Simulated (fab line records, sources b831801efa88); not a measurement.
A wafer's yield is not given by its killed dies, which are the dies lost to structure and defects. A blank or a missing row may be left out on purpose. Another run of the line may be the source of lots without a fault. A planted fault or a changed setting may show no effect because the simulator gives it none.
Tool commonality check ; flow sfq-line ; 14 lots, 42 wafers sampled

== WHY THIS WAS OPENED ==
Of 14 lots, 2 have the reading M4_NB_RS flagged at SFQ_M4_RS_MEAS_924. Wafers without a fault read 0.889 ohm/sq, standard deviation 0.0084.
Rule: a lot is flagged in two cases, either no wafer of it has a number, or all its wafers with numbers fall more than 4 standard deviations from that mean. The rest of the lots are taken to be sound.

lot;measured;on;M4_NB_RS (ohm/sq), wafer by wafer;flag
L694;day 46 00:08;film-metro-03;0.875 0.877 0.883;
L697;day 46 16:53;film-metro-04;0.894 0.890 0.894;
L699;day 46 22:58;film-metro-01;0.823 0.821 0.825;FLAGGED
L700;day 48 02:26;film-metro-01;0.893 0.886 0.886;
L701;day 48 11:59;film-metro-04;0.828 0.830 0.832;FLAGGED
L702;day 48 13:27;film-metro-04;0.875 0.884 0.880;
L707;day 50 10:54;film-metro-03;0.880 0.889 0.891;
L708;day 50 22:15;film-metro-03;0.879 0.874 0.881;
L709;day 51 02:28;film-metro-04;0.898 0.893 0.895;
L710;day 51 08:28;film-metro-03;0.892 0.888 0.893;
L711;day 51 16:52;film-metro-03;0.891 0.888 0.889;
L712;day 51 18:04;film-metro-04;0.877 0.876 0.891;
L713;day 52 17:58;film-metro-04;0.894 0.896 0.903;
L714;day 52 19:20;film-metro-03;0.889 0.893 0.891;
On average the flagged lots' numbers are 0.827 ohm/sq, which is -0.062 ohm/sq against the usual, or -7 standard deviations.

== EACH LOT AND THE TOOL IT RAN ON ==
2 process steps preceding the reading are held in the record, out of 325 steps in the route. Each cell gives the tool, then ch followed by the chambers the sampled wafers passed through, then the start.
lot;flag;SFQ_TRILAYER_I1_VIA_BARC_OPEN_VIA_ETCH_071;SFQ_TRILAYER_M4_DEP_SPUTTER_091
L694;;rie-diel-04 ch 0,2,3, day 27 16:00;pvd-sputter-05, day 45 23:59
L697;;rie-diel-04 ch 1,3, day 28 05:30;pvd-sputter-04, day 46 16:47
L699;FLAGGED;rie-diel-03 ch 1,2,3, day 28 09:06;pvd-sputter-04, day 46 22:53
L700;;rie-diel-04 ch 0,1, day 28 11:30;pvd-sputter-05, day 48 02:19
L701;FLAGGED;rie-diel-02 ch 0,2,3, day 29 16:59;pvd-sputter-04, day 48 11:54
L702;;rie-diel-04 ch 1,2, day 29 18:11;pvd-sputter-05, day 48 13:20
L707;;rie-diel-03 ch 0,3, day 31 16:18;pvd-sputter-05, day 50 10:46
L708;;rie-diel-04 ch 0,2,3, day 32 06:25;pvd-sputter-04, day 50 22:10
L709;;rie-diel-03 ch 0,2,3, day 32 10:01;pvd-sputter-05, day 51 02:22
L710;;rie-diel-02 ch 0,1, day 32 17:13;pvd-sputter-04, day 51 08:22
L711;;rie-diel-04 ch 0,1,2, day 33 07:07;pvd-sputter-05, day 51 16:46
L712;;rie-diel-02 ch 0,1,2, day 33 10:25;pvd-sputter-03, day 51 17:58
L713;;rie-diel-04 ch 0,2,3, day 34 15:38;pvd-sputter-04, day 52 17:53
L714;;rie-diel-04 ch 0,1, day 35 01:59;pvd-sputter-05, day 52 19:13
What these steps do:
- SFQ_TRILAYER_I1_VIA_BARC_OPEN_VIA_ETCH_071: etches BARC in O2, target depth 125 nm, time 41.7 s.
- SFQ_TRILAYER_M4_DEP_SPUTTER_091: material Nb, target thk 200 nm, time 133.3 s.
- SFQ_M4_RS_MEAS_924: measures by four-point-probe.

== FLAGGED OVER TOTAL, TOOL BY TOOL (the gauges that took the reading come last) ==
step;tool;lots run;flagged;share of the flagged lots;sound lots run after its first flagged lot
SFQ_TRILAYER_I1_VIA_BARC_OPEN_VIA_ETCH_071;rie-diel-02;3;1;some;2 (L710,L712)
SFQ_TRILAYER_I1_VIA_BARC_OPEN_VIA_ETCH_071;rie-diel-03;3;1;some;2 (L707,L709)
SFQ_TRILAYER_I1_VIA_BARC_OPEN_VIA_ETCH_071;rie-diel-04;8;0;none;-
SFQ_TRILAYER_M4_DEP_SPUTTER_091;pvd-sputter-03;1;0;none;-
SFQ_TRILAYER_M4_DEP_SPUTTER_091;pvd-sputter-04;6;2;all;3 (L708,L710,L713)
SFQ_TRILAYER_M4_DEP_SPUTTER_091;pvd-sputter-05;7;0;none;-
SFQ_M4_RS_MEAS_924;film-metro-01;2;1;some;1 (L700)
SFQ_M4_RS_MEAS_924;film-metro-03;6;0;none;-
SFQ_M4_RS_MEAS_924;film-metro-04;6;1;some;4 (L702,L709,L712,L713)

== THE TABLE: WHAT IT ALLOWS ==
1 row of the table ran every flagged lot: pvd-sputter-04 at SFQ_TRILAYER_M4_DEP_SPUTTER_091.
- pvd-sputter-04 at SFQ_TRILAYER_M4_DEP_SPUTTER_091 ran 6 lots, 2 of them flagged. Sound lots followed the first flagged one (L708, L710, L713) on it, something a lasting fault affecting the whole tool could not allow. Its own readings (cathode-dc-power-W) fall more than 4 standard deviations out on all wafers of the flagged lots.
Every row of the table either missed a flagged lot or ran a sound lot after the first.

== WHAT THE SIMULATOR HAD INSERTED ==
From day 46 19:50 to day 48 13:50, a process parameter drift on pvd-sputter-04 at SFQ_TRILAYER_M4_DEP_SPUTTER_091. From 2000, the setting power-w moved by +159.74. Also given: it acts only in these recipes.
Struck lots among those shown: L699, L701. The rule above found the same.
